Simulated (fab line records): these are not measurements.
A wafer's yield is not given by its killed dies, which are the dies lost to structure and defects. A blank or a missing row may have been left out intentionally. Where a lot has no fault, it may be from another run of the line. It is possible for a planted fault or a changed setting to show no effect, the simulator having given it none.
Chamber matching :: flow sky130 :: SKY_FIELD_ISO_CMP_27 on cmp-01: 4 sister chambers
The step polishes, stops on Si3N4, t overpolish 16 s, target thk 457.8 nm. 14 wafers are shown with their chamber, then 7 later ones without.

## WAFERS PAIRED WITH THEIR CHAMBERS
wafer: L076.1
chamber: 2
motor-current-A (A): 11.2
time-to-endpoint-s (s): 112
overpolish-run-s (s): 15.999

wafer: L076.2
chamber: 3
motor-current-A (A): 11.3
time-to-endpoint-s (s): 116
overpolish-run-s (s): 15.994

wafer: L076.3
chamber: 0
motor-current-A (A): 11.4
time-to-endpoint-s (s): 111
overpolish-run-s (s): 16.009

wafer: L076.4
chamber: 1
motor-current-A (A): 14.2
time-to-endpoint-s (s): 106
overpolish-run-s (s): 15.987

wafer: L076.5
chamber: 3
motor-current-A (A): 11.9
time-to-endpoint-s (s): 111
overpolish-run-s (s): 16.004

wafer: L076.6
chamber: 2
motor-current-A (A): 11.4
time-to-endpoint-s (s): 116
overpolish-run-s (s): 16.013

wafer: L079.2
chamber: 2
motor-current-A (A): 11.4
time-to-endpoint-s (s): 115
overpolish-run-s (s): 16.003

wafer: L079.4
chamber: 0
motor-current-A (A): 11.0
time-to-endpoint-s (s): 114
overpolish-run-s (s): 15.992

wafer: L079.6
chamber: 3
motor-current-A (A): 12.2
time-to-endpoint-s (s): 115
overpolish-run-s (s): 15.996

wafer: L084.2
chamber: 3
motor-current-A (A): 11.3
time-to-endpoint-s (s): 114
overpolish-run-s (s): 16.014

wafer: L084.3
chamber: 2
motor-current-A (A): 11.2
time-to-endpoint-s (s): 116
overpolish-run-s (s): 16.001

wafer: L084.4
chamber: 0
motor-current-A (A): 10.9
time-to-endpoint-s (s): 113
overpolish-run-s (s): 15.998

wafer: L089.1
chamber: 2
motor-current-A (A): 11.5
time-to-endpoint-s (s): 112
overpolish-run-s (s): 15.988

wafer: L089.2
chamber: 0
motor-current-A (A): 11.2
time-to-endpoint-s (s): 114
overpolish-run-s (s): 15.994

SIGNATURES (means of the wafers above)
reading: motor-current-A
chamber 0: 11.125
chamber 1: 14.200
chamber 2: 11.340
chamber 3: 11.675
scatter within a chamber: 0.288

reading: time-to-endpoint-s
chamber 0: 113.00
chamber 1: 106.00
chamber 2: 114.20
chamber 3: 114.00
scatter within a chamber: 1.92

reading: overpolish-run-s
chamber 0: 15.99825
chamber 1: 15.98700
chamber 2: 16.00080
chamber 3: 16.00200
scatter within a chamber: 0.00861
Rule: distance of a wafer from a chamber = root of the sum over the readings of ((wafer's reading minus chamber's mean) / reading's scatter) squared. If the next closest chamber is less than 2 further off than the closest, the wafer can't be placed; otherwise it belongs to the closest. The scatter: the root of (the sum of the squares of (reading less its chamber's mean) over the shown wafers, divided by (wafers less chambers)).

## WAFERS WHOSE CHAMBER IS MISSING
wafer: L089.4
motor-current-A (A): 10.8
time-to-endpoint-s (s): 117
overpolish-run-s (s): 16.009

wafer: L090.1
motor-current-A (A): 14.7
time-to-endpoint-s (s): 105
overpolish-run-s (s): 16.009

wafer: L090.2
motor-current-A (A): 10.4
time-to-endpoint-s (s): 114
overpolish-run-s (s): 15.998

wafer: L090.5
motor-current-A (A): 11.2
time-to-endpoint-s (s): 112
overpolish-run-s (s): 15.980

wafer: L097.2
motor-current-A (A): 10.8
time-to-endpoint-s (s): 113
overpolish-run-s (s): 15.997

wafer: L097.4
motor-current-A (A): 10.6
time-to-endpoint-s (s): 113
overpolish-run-s (s): 15.994

wafer: L097.6
motor-current-A (A): 11.2
time-to-endpoint-s (s): 111
overpolish-run-s (s): 15.999

## EACH ONE'S CHAMBER
wafer: L089.4
from the rows above: can't be placed: 2 or 0 or 3
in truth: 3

wafer: L090.1
from the rows above: 1
in truth: 1

wafer: L090.2
from the rows above: can't be placed: 0 or 2 or 3
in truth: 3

wafer: L090.5
from the rows above: can't be placed: 0 or 2 or 3
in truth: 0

wafer: L097.2
from the rows above: can't be placed: 0 or 2
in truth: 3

wafer: L097.4
from the rows above: can't be placed: 0 or 2 or 3
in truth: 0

wafer: L097.6
from the rows above: can't be placed: 0 or 2 or 3
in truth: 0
Correct placement for 1 of the 7. Unplaceable from these rows: 6, with the true chamber sitting among the candidates in 5. Number placed wrongly: 0.
